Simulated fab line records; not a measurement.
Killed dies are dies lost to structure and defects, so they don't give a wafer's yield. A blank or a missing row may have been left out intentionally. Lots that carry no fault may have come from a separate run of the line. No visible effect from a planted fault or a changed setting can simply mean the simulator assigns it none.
Split-lot study | flow sfq-line | 23 wafers read from 5 lots, route of 325 steps

## THE SPLIT
At SFQ_TRILAYER_L0_DEP_SPUTTER_003 (material MoNx KI, target thk 40 nm, time 100 s), the setting time-s was moved away from the recipe's 100 s on 5 of the 23 wafers read, by -4.6% to +5.6%. For the rest of the wafers, this setting stayed at what the recipe calls for.

## FROM THE SPLIT TO THE READING: what the file shows between them, 3 steps
- SFQ_L0_RS_MEAS_901: measures by four-point-probe
- SFQ_L0_THK_MEAS_902: measures by xrf
- SFQ_TRILAYER_L0_BARC_OPEN_METAL_ETCH_010: etches BARC in O2, target depth 125 nm, time 41.7 s (also split here: bias-w)

## THE READING
oes-product-au, in a.u., at SFQ_TRILAYER_L0_ETCH_METAL_ETCH_008 (etches MoNx KI in SF6/O2, stops on SiO2, target depth 50 nm, time 25 s). On this fab line, fault-free wafers typically give 0.876 a.u. with a standard deviation of 0.0057 a.u.

wafer  | tool, chamber at the split | time-s as run, s | against the recipe | oes-product-au, a.u. | against lot-mates on the recipe
L074.1 | pvd-sputter-06, -          | 100              | recipe             | 0.879                | -
L074.4 | pvd-sputter-06, -          | 100              | recipe             | 0.872                | -
L074.5 | pvd-sputter-06, -          | 100              | recipe             | 0.889                | -
L076.1 | pvd-sputter-05, -          | 100              | recipe             | 0.871                | -
L076.2 | pvd-sputter-05, -          | 100              | recipe             | 0.885                | -
L076.3 | pvd-sputter-05, -          | 100              | recipe             | 0.879                | -
L076.4 | pvd-sputter-05, -          | 100              | recipe             | 0.876                | -
L076.5 | pvd-sputter-05, -          | 100              | recipe             | 0.875                | -
L079.1 | pvd-sputter-04, -          | 105.6            | +5.6%              | 0.894                | +0.025
L079.2 | pvd-sputter-04, -          | 100              | recipe             | 0.866                | -
L079.3 | pvd-sputter-04, -          | 100              | recipe             | 0.873                | -
L079.4 | pvd-sputter-04, -          | 105.6            | +5.6%              | 0.900                | +0.031
L079.6 | pvd-sputter-04, -          | 105.6            | +5.6%              | 0.899                | +0.030
L080.1 | pvd-sputter-05, -          | 100              | recipe             | 0.874                | -
L080.2 | pvd-sputter-05, -          | 100              | recipe             | 0.876                | -
L080.4 | pvd-sputter-05, -          | 100              | recipe             | 0.878                | -
L080.5 | pvd-sputter-05, -          | 100              | recipe             | 0.877                | -
L080.6 | pvd-sputter-05, -          | 100              | recipe             | 0.874                | -
L084.1 | pvd-sputter-05, -          | 95.39            | -4.6%              | 0.853                | -0.021
L084.2 | pvd-sputter-05, -          | 100              | recipe             | 0.873                | -
L084.3 | pvd-sputter-05, -          | 100              | recipe             | 0.878                | -
L084.4 | pvd-sputter-05, -          | 100              | recipe             | 0.872                | -
L084.5 | pvd-sputter-05, -          | 95.39            | -4.6%              | 0.856                | -0.018

THE FIT
A straight line over all 23 wafers: oes-product-au changes by +0.00414 a.u. for each +1% of time-s; r = +0.91; the points scatter about the line by 0.0049 a.u.
The same after taking each lot's own level away (the mean of its wafers on the recipe; 23 wafers): +0.00478 a.u. for each +1%; r = +0.95; scatter 0.0041 a.u.
Per that fit: largest time-s move, reading shift of 0.027 a.u.
The span of the lots' own levels, 0.8695 to 0.8800 a.u., comes to 1.8 times the standard deviation stated above.
In other words, the slope is changed by the lot-to-lot level; the two fits disagree.
Check: for one of the wafers moved furthest among these (+5.6%), held out of the fit, the line's prediction against its lot-mates is +0.028 a.u. It came out at +0.0245 a.u. against them.

## THE OTHER SPLITS THESE WAFERS WENT THROUGH
Before the reading, these wafers also passed through other splits. Each is held against what the fit with the lots' levels taken away leaves over:
other split on the same wafers                  | wafers away from the commonest value | r with oes-product-au (lot level and that fit taken away)
SFQ_TRILAYER_L0_BARC_OPEN_METAL_ETCH_010 bias-w | 6                                    | +0.36

## THE WHOLE CHAIN: every reading that the file lists as answering this split, in the file's order
step                                  | what it does                                                           | reading                                                                                        | change (the file's fit)                  | r (the file's)
SFQ_TRILAYER_L0_DEP_SPUTTER_003       | material MoNx KI, target thk 40 nm, time 100 s                         | MoNx_KI_of_TRILAYER_L0_DEP_SPUTTER_003.thk-nm (the simulator's own value, which no gauge read) | +0.432 nm for each +1% of the setting    | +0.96
SFQ_L0_RS_MEAS_901                    | measures by four-point-probe                                           | L0_MONX_KI_RS                                                                                  | -0.46 for each +1% of the setting        | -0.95
SFQ_L0_THK_MEAS_902                   | measures by xrf                                                        | L0_MONX_KI_THK                                                                                 | +0.432 for each +1% of the setting       | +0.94
SFQ_TRILAYER_L0_ETCH_METAL_ETCH_008   | etches MoNx KI in SF6/O2, stops on SiO2, target depth 50 nm, time 25 s | oes-product-au                                                                                 | +0.0048 a.u. for each +1% of the setting | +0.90
SFQ_TRILAYER_L0_VIA_ETCH_VIA_ETCH_016 | etches SiO2 in CHF3, stops on MoNx KI, target depth 80 nm              | MoNx_KI_of_TRILAYER_L0_DEP_SPUTTER_003.thk-nm (the simulator's own value, which no gauge read) | +0.419 nm for each +1% of the setting    | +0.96

## FILE'S OWN FIT
oes-product-au changes by +0.0048 a.u. for each +1% of time-s, r = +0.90.
